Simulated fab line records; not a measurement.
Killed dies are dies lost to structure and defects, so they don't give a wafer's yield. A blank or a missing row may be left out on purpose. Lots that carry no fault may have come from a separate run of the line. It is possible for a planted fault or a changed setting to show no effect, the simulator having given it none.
Which tool did it? | flow sky130 | Sampling: 7 lots, 21 wafers, 2 of 708 route steps

## WHAT THE GAUGES READ, wafer by wafer
SKY_VIA1_RS_MEAS_22: the measuring method here is four-point-probe.
lot  | measured     | on           | VIA1_W_RS (ohm/sq)
L256 | day 34 21:10 | filmMetro-03 | 0.424 0.424 0.419
L260 | day 37 06:23 | filmMetro-03 | 0.415 0.424 0.429
L265 | day 38 01:27 | filmMetro-03 | 0.429 0.431 0.553
L268 | day 38 22:05 | filmMetro-03 | 0.423 0.424 0.430
L272 | day 40 18:07 | filmMetro-03 | 0.428 0.428 0.423
L271 | day 40 22:08 | filmMetro-02 | 0.429 0.426 0.427
L275 | day 41 00:32 | filmMetro-02 | 0.434 0.428 0.418

## EACH LOT AND THE TOOL THAT RAN IT (in order: tool; ch and the chambers of the sampled wafers; start)
lot  | SKY_VIA1_CVD_21
L256 | cvdW-02 ch 0,1, day 34 21:04
L260 | cvdW-01 ch 0,1, day 37 06:18
L265 | cvdW-02 ch 0,1, day 38 01:20
L268 | cvdW-01 ch 0,1, day 38 21:58
L272 | cvdW-01 ch 0,1, day 40 18:02
L271 | cvdW-01 ch 0,1, day 40 22:03
L275 | cvdW-02 ch 0,1, day 41 00:27
- SKY_VIA1_CVD_21: deposits W, target thk 270 nm, time 80.902 s.

## THE ANSWER, worked out from the rows above alone
Rule: the usual values come from the lots themselves. The widest of any qualifying gaps counts: lots, ordered by their means at a reading, are off when they make up no more than a third of the lots, leave a main group of 4 or more, and stand apart from it by 3 or more times the standard deviation of that group's means. A main group is skipped when, at the precision printed for the reading in the tables above, its means are all equal. A lot without any number at a reading at which 4 lots or more have one is off too. Where the step has rows for the other lots, those lots are counted as sound.
Off: L265, seen at SKY_VIA1_RS_MEAS_22 (VIA1_W_RS). Main group: mean 0.425 ohm/sq, sd 0.002.
If a tool, at a process step before that reading, ran all the lots that are off and no sound lot after the first of them, it fits. The gauges at SKY_VIA1_RS_MEAS_22 are tried like those tools. No candidate that was tried fits.

## WHAT HAD BEEN PUT IN BY THE SIMULATOR
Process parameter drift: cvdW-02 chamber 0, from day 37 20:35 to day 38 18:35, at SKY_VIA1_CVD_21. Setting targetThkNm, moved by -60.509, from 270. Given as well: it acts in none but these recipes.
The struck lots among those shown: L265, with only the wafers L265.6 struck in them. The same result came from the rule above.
